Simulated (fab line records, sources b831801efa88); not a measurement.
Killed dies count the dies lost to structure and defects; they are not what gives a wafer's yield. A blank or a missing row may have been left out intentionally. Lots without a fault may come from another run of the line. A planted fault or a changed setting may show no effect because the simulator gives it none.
Chamber matching    flow sky130    cmp-01 running SKY_VIA2_CMP_24: 4 sister chambers
The step polishes, stops on SiO2, t overpolish 20 s, target thk 0 nm. 4 wafers are shown with their chamber, then 7 later ones without.

== EACH WAFER AND ITS CHAMBER ==
wafer   chamber  motorCurrentA (A)
L855.1  1        9.8
L863.3  3        11.5
L868.1  0        11.7
L868.2  2        12.2

== WAFERS WITHOUT THEIR CHAMBER ==
wafer   motorCurrentA (A)
L868.6  12.0
L869.2  10.1
L869.3  12.6
L869.6  12.2
L871.2  12.1
L871.3  9.8
L871.4  11.6

== CHAMBER TAKEN BY EACH ==
wafer    from the rows above            in truth
L868.6   can't be placed: 2 or 0 or 3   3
L869.2   1                              1
L869.3   2                              2
L869.6   2                              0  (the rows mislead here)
L871.2   can't be placed: 2 or 0        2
L871.3   1                              1
L871.4   can't be placed: 0 or 3        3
3 of 7 placed correctly. Cannot be placed on the basis of these rows: 3; the candidates contain the true chamber in 3. Wrongly placed: 1.
How it was worked out, from the rows above alone: a wafer's distance from a chamber is the root of the sum, over the readings, of the square of ((its reading less the chamber's mean) divided by the reading's scatter). The wafer belongs to the nearest chamber; if the next one is less than 2 further off, it can't be placed. Each chamber's mean is taken over the wafers shown for it. The scatter: root of mean squared gap, hidden wafer to nearest shown wafer, with one shown wafer a chamber.
